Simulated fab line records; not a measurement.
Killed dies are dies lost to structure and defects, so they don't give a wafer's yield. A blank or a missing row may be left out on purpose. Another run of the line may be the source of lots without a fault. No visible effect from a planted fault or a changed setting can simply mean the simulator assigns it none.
A struck lot beside a sound one	flow sky130	23 out of 708 route steps
Sound: these wafers, L907.2, L907.3, L907.4. Wafers struck: L917.2, L917.5, L917.6. The cause comes at the end.
At each step with rows: each side's tool, then ch and its chambers, then its first start. Under that, the readings that differ: sound wafers	struck wafers	difference of the means	sigmas: that difference in standard deviations of wafers without a fault.
alike: a reading whose means differ by less than 2 such deviations, as well as words and numbers matching on both sides. not compared: withheld readings; readings where some wafer has no value; bounds like >300 that might hide an equal value; numbers whose values overlap and for which the record gives no deviation.
A row with sigmas, a row that says differs or no value, or rows on one side alone: a step with any of these is where the two part. Non-overlapping numbers with no deviation appear without sigmas and do not part them. A reading that every wafer of one side lacks parts them only if that side has two wafers or more.

first, 1 step without rows for these wafers: SKY_METAL3_METAL_ETCH_18 (etches the open film in Cl2/BCl3, stops on SiO2, target depth 845 nm, time 183.1 s).
SKY_METAL3_STRIP_19: strips in O2/N2.
  sound on plasma_asher-01 ch 0,1, day 39 01:08; struck on plasma_asher-02 ch 0,1, day 42 00:02
  alike: drypump_motor_current_A, oes_product_au, strip_time_to_endpoint_s
  not compared: rf_hours_counter_h
then, 4 steps without rows for these wafers: SKY_METAL3_STRIP_20 (strips in post etch residue remover, time 1200 s); SKY_METAL3_CLEAN_21 (cleans in IPA, time 180 s); SKY_METAL3_CLEAN_22 (cleans in O3/DIW); SKY_VIA3_HDPCVD_00 (deposits SiO2, target thk 1635 nm, time 272.5 s).
SKY_VIA3_THK_MEAS_01:
  sound on film_metro-03 at day 39 01:54; struck on film_metro-02 at day 42 00:48
reading	sound	struck	difference	sigmas
VIA3_HDPCVD_THK (nm)	1661 1646 1647	1606 1598 1615	-45	-3
SKY_VIA3_CMP_02: polishes SiO2.
  sound on cmp-02 ch 0,2,3, day 39 01:57; struck on cmp-01 ch 0,1,2, day 42 01:00
  alike: motor_current_A, platen_rpm
SKY_VIA3_BOW_MEAS_03:
  sound on film_metro-01 at day 39 02:16; struck on film_metro-01 at day 42 01:10
  alike: VIA3_BOW
then, 3 steps without rows for these wafers: SKY_VIA3_DEHYDRATE_04 (time 60 s); SKY_VIA3_HMDS_05 (prime time 60 s); SKY_VIA3_COAT_06 (resist thk 60 nm).
SKY_VIA3_COAT_07: resist thk 450 nm.
  sound on litho_track-01 ch 0, day 39 14:00; struck on litho_track-01 ch 0, day 42 13:00
reading	sound	struck	difference	sigmas
spin_speed_rpm (rpm)	3001.6 2998.4 3007.5	3060.8 3063.8 3065.5	+60.9	+24
model.KrF-thick_of_VIA3_COAT_07.thk_nm (nm)	450 450 448.9	445.1 446.2 445.2	-4.1	
SKY_VIA3_SOFTBAKE_08: time 93.82 s.
  sound: litho_track-01 ch 0; struck: litho_track-01 ch 0
  alike: plate_sensor_t_centre_C, plate_sensor_t_edge_C
then, 3 steps without rows for these wafers: SKY_VIA3_EXPOSE_09 (exposes mask VIM3, target cd 200 nm); SKY_VIA3_PEB_10; SKY_VIA3_DEVELOP_11 (develop time 60 s).
SKY_VIA3_CD_MEAS_12: the cd target is 200 nm.
  sound on cd_sem-02 at day 40 02:25; struck on cd_sem-02 at day 43 01:17
  alike: cd_nm
SKY_VIA3_OVL_MEAS_13:
  sound on overlay-01 at day 40 02:32; struck on overlay-02 at day 43 01:24
  alike: VIA3_OVL
SKY_VIA3_ETCH_14: etches BARC in N2/H2, stops on SiO2, time 45.9 s, target depth 60 nm.
  sound on rie_diel-01 ch 0,1,3, day 40 02:34; struck on rie_diel-01 ch 0,1, day 43 01:26
  alike: drypump_motor_current_A, oes_product_au, throttle_valve_pct
  not compared: rf_hours_counter_h
SKY_VIA3_ETCH_15: etches SiO2 in C4F8/O2/Ar, stops on TiN, target depth 507 nm, time 78 s.
  sound on rie_diel-01 ch 0,1,3, day 40 02:36; struck on rie_diel-01 ch 0,1, day 43 01:28
reading	sound	struck	difference	sigmas
model.KrF-thick_of_VIA3_COAT_07.thk_nm (nm)	290.8 289.8 293.9	282.2 284.2 283.5	-8.2	
  alike: oes_product_au
SKY_VIA3_STRIP_16: strips in O2/N2.
  sound on plasma_asher-03 ch 0,1, day 40 02:40; struck on plasma_asher-03 ch 0,1, day 43 01:32
reading	sound	struck	difference	sigmas
strip_time_to_endpoint_s (s)	4.115 4.114 4.152	4.019 4.051 4.032	-0.093	-3
  alike: drypump_motor_current_A, oes_product_au
  not compared: rf_hours_counter_h
then, 1 step without rows for these wafers: SKY_PAD_OPEN_PROBE_99.

== WHERE THEY PART ==
Last at SKY_VIA3_STRIP_16 as far as this record goes, first at SKY_VIA3_THK_MEAS_01.

WHY: the cause the simulator had injected
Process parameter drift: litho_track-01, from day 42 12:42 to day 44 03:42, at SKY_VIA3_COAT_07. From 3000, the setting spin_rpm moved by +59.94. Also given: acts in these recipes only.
